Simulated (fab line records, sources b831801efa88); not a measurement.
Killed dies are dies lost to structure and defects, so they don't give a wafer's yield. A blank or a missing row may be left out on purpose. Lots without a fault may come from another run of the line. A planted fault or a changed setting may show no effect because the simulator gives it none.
A struck lot beside a sound one | flow sky130 | 15 steps out of a route of 708
Sound: wafers L953.3, L953.5, L953.6. Struck: wafers L958.2, L958.4, L958.5. The cause comes at the end.
At each step with rows: each side's tool, then ch and its chambers, then its first start. Under that, the readings that differ: sound wafers | struck wafers | difference of the means | sigmas: that difference in standard deviations of wafers without a fault.
alike: readings whose means differ by less than 2 such deviations, and words and numbers that are the same on both sides. not compared: withheld readings, readings that some wafer has no value for, bounds like >300 that may hide the same value, and numbers for which the record gives no deviation and whose values overlap.
The two part at a step that has a row with sigmas, a row that says differs or no value, or rows on one side only. Numbers that don't overlap but have no deviation are shown without sigmas and don't part them. A reading that every wafer of one side lacks parts them only if that side has two wafers or more.

first, 4 steps without rows for these wafers: SKY_LDD_HVN_SOFTBAKE_03 (time 60 s); SKY_LDD_HVN_EXPOSE_04 (exposes mask HVNTM, target cd 700 nm); SKY_LDD_HVN_PEB_05; SKY_LDD_HVN_DEVELOP_06 (develop time 60 s).
SKY_LDD_HVN_OVL_MEAS_07:
  sound on overlay-01, day 19 17:46; struck on overlay-01, day 23 09:48
  alike: LDD_HVN_OVL
then, 1 step without rows for these wafers: SKY_LDD_HVN_IMPLANT_08.
SKY_LDD_HVN_STRIP_09: strips in O2/N2.
  sound on plasma_asher-02 ch 0,1, day 19 17:58; struck on plasma_asher-03 ch 0,1, day 23 09:59
  alike: drypump_motor_current_A, oes_product_au, strip_time_to_endpoint_s
  not compared: rf_hours_counter_h
SKY_LDD_HVN_TW_MEAS_10:
  sound on film_metro-03, day 19 18:03; struck on film_metro-02, day 23 10:05
  alike: LDD_HVN_TW
then, 4 steps without rows for these wafers: SKY_LDD_HVP_DEHYDRATE_00 (time 60 s); SKY_LDD_HVP_HMDS_01 (prime time 60 s); SKY_LDD_HVP_COAT_02 (resist thk 300 nm); SKY_LDD_HVP_SOFTBAKE_03 (time 60 s).
SKY_LDD_HVP_EXPOSE_04: exposes mask HVPTM, target cd 700 nm.
  sound on iline_stepper-02 ch 0, day 20 09:17; struck on iline_stepper-01 ch 0, day 24 01:06
  reading              | sound             | struck            | difference | sigmas
  exposure_dose_mJ_cm2 | 86.05 86.20 86.12 | 89.66 89.71 89.69 | +3.56      | +41
  alike: mask, stage_vel_mm_s
then, 1 step without rows for these wafers: SKY_LDD_HVP_PEB_05.
-- the record jumps here: 24 days lie between the struck wafers' starts before and after (it left off in module LDD_HVP and takes up again in module PAD_OPEN, whose first step shown is number 708 of the route) --
SKY_PAD_OPEN_PROBE_99:
  sound on prober-02, day 45 04:46; struck on prober-02, day 47 20:31
  reading      | sound    | struck   | difference | sigmas
  killed_short | 47 46 44 | 41 30 29 | -12        | -2
  alike: killed_at_M0_to_M3, killed_at_M4_up, killed_at_contacts, killed_at_front_end, killed_at_other, killed_dies, killed_open

WHERE THEY PART
First at SKY_LDD_HVP_EXPOSE_04; last, within this record, at SKY_PAD_OPEN_PROBE_99.

WHY: what the simulator had put in
Process parameter drift: iline_stepper-01, from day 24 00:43 on, at SKY_LDD_HVP_EXPOSE_04. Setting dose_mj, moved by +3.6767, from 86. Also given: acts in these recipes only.
